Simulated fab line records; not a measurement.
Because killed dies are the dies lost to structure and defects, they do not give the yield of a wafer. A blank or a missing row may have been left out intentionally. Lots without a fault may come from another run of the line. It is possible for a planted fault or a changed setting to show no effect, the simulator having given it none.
Which tool did it? ; flow gf180mcu ; Sampling: 11 lots, 33 wafers, 5 of 602 route steps

WHAT THE GAUGES READ, wafer by wafer
GF_POLY_GATE_THK_MEAS_01. Usual: POLY_GATE_CVD_00_THK typically reads 200.4 nm, with standard deviation 1.5.
lot;measured;on;POLY_GATE_CVD_00_THK (nm);flag
L504;day 8 18:44;filmMetro-04;199.8 197.9 199.6;
L507;day 9 09:51;filmMetro-02;201.8 201.1 201.4;
L509;day 10 00:34;filmMetro-01;198.6 199.1 199.8;
L510;day 10 09:46;filmMetro-02;201.7 199.3 199.8;
L515;day 11 20:50;filmMetro-01;198.1 200.7 200.1;
L520;day 13 17:54;filmMetro-04;202.7 201.0 202.4;
L521;day 13 19:29;filmMetro-04;197.2 198.9 196.3;
L524;day 14 13:26;filmMetro-02;198.8 197.7 198.4;
L523;day 14 14:59;filmMetro-04;201.5 200.5 201.4;
L525;day 14 20:40;filmMetro-01;201.5 200.7 201.4;
L526;day 15 08:47;filmMetro-01;202.0 201.3 201.8;

GF_HV_LDD_CD_MEAS_19 targets a cd of 400 nm. Usual: cdNm 400.2 nm, standard deviation 2.4.
lot;measured;on;cdNm (nm);flag
L504;day 11 02:28;cdSem-01;400.3 401.7 402.1;
L507;day 11 20:10;cdSem-01;397.2 395.9 397.2;
L509;day 12 09:55;cdSem-02;402.1 403.3 401.2;
L510;day 12 19:55;cdSem-01;398.4 397.0 400.2;
L515;day 14 09:07;cdSem-02;- - -;OFF
L520;day 16 13:17;cdSem-01;401.2 399.9 399.5;
L521;day 16 13:50;cdSem-02;397.9 397.5 397.1;
L524;day 17 09:22;cdSem-01;397.6 397.2 401.1;
L523;day 17 10:10;cdSem-01;398.1 400.4 399.0;
L525;day 17 18:28;cdSem-01;402.6 403.4 401.8;
L526;day 18 05:30;cdSem-01;397.7 399.0 398.2;

GF_HV_LDD_TW_MEAS_23. Usual: HV_LDD_2_TW typically reads 1050, with standard deviation 9.4.
lot;measured;on;HV_LDD_2_TW;flag
L504;day 11 02:52;filmMetro-01;1056 1056 1058;
L507;day 11 20:35;filmMetro-02;1054 1049 1046;
L509;day 12 10:19;filmMetro-03;1043 1038 1029;
L510;day 12 20:19;filmMetro-03;1043 1042 1040;
L515;day 14 09:31;filmMetro-01;30 30 30;OFF
L520;day 16 13:41;filmMetro-02;1051 1052 1053;
L521;day 16 14:12;filmMetro-02;1051 1048 1052;
L524;day 17 09:46;filmMetro-03;1041 1041 1043;
L523;day 17 10:34;filmMetro-02;1044 1052 1049;
L525;day 17 18:52;filmMetro-01;1068 1071 1065;
L526;day 18 05:54;filmMetro-03;1035 1043 1035;

WHAT TOOL EACH LOT RAN ON (gives the tool, then ch and the chambers of the sampled wafers, and finally the start)
lot;GF_POLY_GATE_ETCH_12;GF_HV_LDD_EXPOSE_16
L504;rieDiel-01 ch 0,2, day 9 12:23;ilineStepper-01 ch 0, day 10 16:40
L507;rieDiel-01 ch 1,3, day 10 04:14;ilineStepper-01 ch 0, day 11 11:04
L509;rieDiel-02 ch 0,2,3, day 10 18:37;ilineStepper-02 ch 0, day 12 00:46
L510;rieDiel-02 ch 1,2, day 11 03:59;ilineStepper-02 ch 0, day 12 10:31
L515;rieDiel-01 ch 0,1,3, day 12 16:05;ilineStepper-01 ch 0, day 13 22:49
L520;rieDiel-01 ch 1,2,3, day 14 14:40;ilineStepper-01 ch 0, day 16 02:08
L521;rieDiel-04 ch 0,1, day 14 16:13;ilineStepper-01 ch 0, day 16 02:40
L524;rieDiel-01 ch 1,2,3, day 15 11:04;ilineStepper-01 ch 0, day 16 21:59
L523;rieDiel-02 ch 1,2, day 15 11:46;ilineStepper-01 ch 0, day 16 22:49
L525;rieDiel-02 ch 0,2, day 15 18:35;ilineStepper-02 ch 0, day 17 06:50
L526;rieDiel-04 ch 2,3, day 16 07:20;ilineStepper-02 ch 0, day 17 19:03
- GF_POLY_GATE_ETCH_12: etches BARC in N2/H2.
- GF_HV_LDD_EXPOSE_16: exposes mask Pplus LV AREA, target cd 400 nm.

WHAT THE TOOLS THEMSELVES READ (means of the sampled wafers that have a number; where no wafer has one, the mark that the record gives instead)
GF_POLY_GATE_ETCH_12. Usual: drypumpMotorCurrentA 5.9 A, standard deviation 0.42; oesProductAu 0.735 a.u., standard deviation 0.0044; throttleValvePct 13.215 %, standard deviation 0.0097.
lot;tool;drypumpMotorCurrentA (A);oesProductAu (a.u.);throttleValvePct (%);flag
L504;rieDiel-01;5.4;0.736;13.215;
L507;rieDiel-01;6.2;0.737;13.214;
L509;rieDiel-02;5.9;0.737;13.220;
L510;rieDiel-02;5.7;0.733;13.217;
L515;rieDiel-01;6.0;0.739;13.212;
L520;rieDiel-01;5.9;0.732;13.207;
L521;rieDiel-04;6.2;0.739;13.225;
L524;rieDiel-01;5.9;0.741;13.218;
L523;rieDiel-02;6.1;0.728;13.212;
L525;rieDiel-02;6.3;0.733;13.218;
L526;rieDiel-04;5.6;0.732;13.205;

GF_HV_LDD_EXPOSE_16. Usual: exposureDoseMJCm2 139.99, standard deviation 0.15; reticleTempC 23.02 C, standard deviation 0.1.
lot;tool;exposureDoseMJCm2;reticleTempC (C);flag
L504;ilineStepper-01;140.03;22.95;
L507;ilineStepper-01;139.99;23.16;
L509;ilineStepper-02;140.03;23.00;
L510;ilineStepper-02;139.98;23.10;
L515;ilineStepper-01;139.89;22.89;
L520;ilineStepper-01;140.02;22.94;
L521;ilineStepper-01;140.10;23.11;
L524;ilineStepper-01;140.10;23.04;
L523;ilineStepper-01;140.02;23.03;
L525;ilineStepper-02;140.09;23.05;
L526;ilineStepper-02;139.79;22.99;

THE ANSWER, worked out from the rows above alone
Rule: lot off if the mean of its wafers having a number is beyond 3 standard deviations from the usual mean. Also off: a lot with no number at a reading for which 4 or more lots have one. The other lots that the step has rows for count as sound. Order of review: gauges by route order, followed by the tools' own readings, for which a lot's mean as printed above is used. At the first step where some lot is off, the reading lying furthest off is the one used; lots without a number count as furthest.
Off at GF_HV_LDD_CD_MEAS_19 (cdNm): L515. Without a number there: L515.
If a tool, at a process step before that reading, ran all the lots that are off and no sound lot after the first of them, it fits. Not tried: the gauges at GF_HV_LDD_CD_MEAS_19; whatever is off there is also off at GF_HV_LDD_TW_MEAS_23, on other tools, and gauge error can't account for it. None of those tried fits.

WHAT THE SIMULATOR PUT IN
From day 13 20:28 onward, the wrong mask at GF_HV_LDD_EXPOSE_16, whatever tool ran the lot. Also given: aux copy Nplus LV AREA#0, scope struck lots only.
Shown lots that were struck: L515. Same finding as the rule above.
